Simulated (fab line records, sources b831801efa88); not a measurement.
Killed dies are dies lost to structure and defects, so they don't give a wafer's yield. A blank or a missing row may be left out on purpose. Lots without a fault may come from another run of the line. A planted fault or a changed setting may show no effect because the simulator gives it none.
Which tool did it? | flow gf180mcu | 12 lots, 36 wafers sampled, at 5 steps of a route of 602

WHAT THE GAUGES READ, wafer by wafer
GF_V4_OVL_MEAS_15.
lot  | measured     | on         | V4_OVL (nm)
L075 | day 24 12:09 | overlay-02 | 9 9 10
L077 | day 25 13:14 | overlay-02 | 5 -5 0
L079 | day 25 20:33 | overlay-02 | -9 0 0
L081 | day 26 13:06 | overlay-02 | 0 -1 -2
L083 | day 27 03:38 | overlay-02 | -4 -6 4
L085 | day 27 22:41 | overlay-02 | -3 10 -2
L087 | day 28 20:03 | overlay-01 | -8 5 -3
L089 | day 29 06:38 | overlay-02 | 6 -2 3
L091 | day 29 18:13 | overlay-01 | -2 -6 -5
L093 | day 30 12:47 | overlay-01 | 1 -4 -4
L095 | day 30 18:30 | overlay-01 | 6 4 10
L097 | day 31 13:27 | overlay-02 | -8 4 -4

WHICH TOOL RAN EACH LOT (tool, then ch and the chambers of the sampled wafers, then the start)
lot  | GF_V3_SPUTTER_22             | GF_M4_SPUTTER_00             | GF_M4_SPUTTER_01             | GF_M4_SPUTTER_03
L075 | pvd_sputter-03, day 22 12:26 | pvd_sputter-04, day 22 13:04 | pvd_sputter-04, day 22 13:10 | pvd_sputter-04, day 22 13:14
L077 | pvd_sputter-03, day 23 14:47 | pvd_sputter-01, day 23 15:25 | pvd_sputter-01, day 23 15:31 | pvd_sputter-01, day 23 15:35
L079 | pvd_sputter-04, day 23 23:35 | pvd_sputter-03, day 24 00:13 | pvd_sputter-03, day 24 00:19 | pvd_sputter-03, day 24 00:22
L081 | pvd_sputter-03, day 24 16:34 | pvd_sputter-01, day 24 17:11 | pvd_sputter-01, day 24 17:17 | pvd_sputter-01, day 24 17:21
L083 | pvd_sputter-04, day 25 07:25 | pvd_sputter-01, day 25 08:04 | pvd_sputter-01, day 25 08:10 | pvd_sputter-01, day 25 08:13
L085 | pvd_sputter-02, day 26 03:40 | pvd_sputter-01, day 26 04:17 | pvd_sputter-01, day 26 04:23 | pvd_sputter-01, day 26 04:27
L087 | pvd_sputter-02, day 27 03:09 | pvd_sputter-04, day 27 03:47 | pvd_sputter-04, day 27 03:53 | pvd_sputter-04, day 27 03:56
L089 | pvd_sputter-03, day 27 13:08 | pvd_sputter-03, day 27 13:46 | pvd_sputter-03, day 27 13:53 | pvd_sputter-03, day 27 13:56
L091 | pvd_sputter-03, day 28 01:46 | pvd_sputter-04, day 28 02:25 | pvd_sputter-04, day 28 02:31 | pvd_sputter-04, day 28 02:34
L093 | pvd_sputter-03, day 28 20:13 | pvd_sputter-04, day 28 20:50 | pvd_sputter-04, day 28 20:56 | pvd_sputter-04, day 28 21:00
L095 | pvd_sputter-02, day 29 03:10 | pvd_sputter-03, day 29 03:50 | pvd_sputter-03, day 29 03:56 | pvd_sputter-03, day 29 03:59
L097 | pvd_sputter-03, day 29 23:47 | pvd_sputter-04, day 30 00:25 | pvd_sputter-04, day 30 00:31 | pvd_sputter-04, day 30 00:35
- GF_V3_SPUTTER_22: material TiN, target thk 10 nm, time 40 s.
- GF_M4_SPUTTER_00: material Ti, target thk 37.5 nm, time 150 s.
- GF_M4_SPUTTER_01: material TiN, target thk 30 nm, time 25 s.
- GF_M4_SPUTTER_03: material Ti, target thk 10 nm, time 6.7 s.

THE ANSWER, worked out from the rows above alone
Rule: what is usual is taken from the lots themselves. Put in order of their means at a reading, lots are off if they are a third of the lots or fewer, leave a main group of 4 or more, and stand apart from it by a gap of 3 or more times the standard deviation of the main group's means; of several such gaps the widest counts. A main group whose means are all the same, to the digits that the tables above print for the reading, isn't used. A lot without any number at a reading at which 4 lots or more have one is off too. The other lots that the step has rows for count as sound.
No lot is off at any reading shown: from this, nothing can be told.

WHAT THE SIMULATOR HAD PUT IN
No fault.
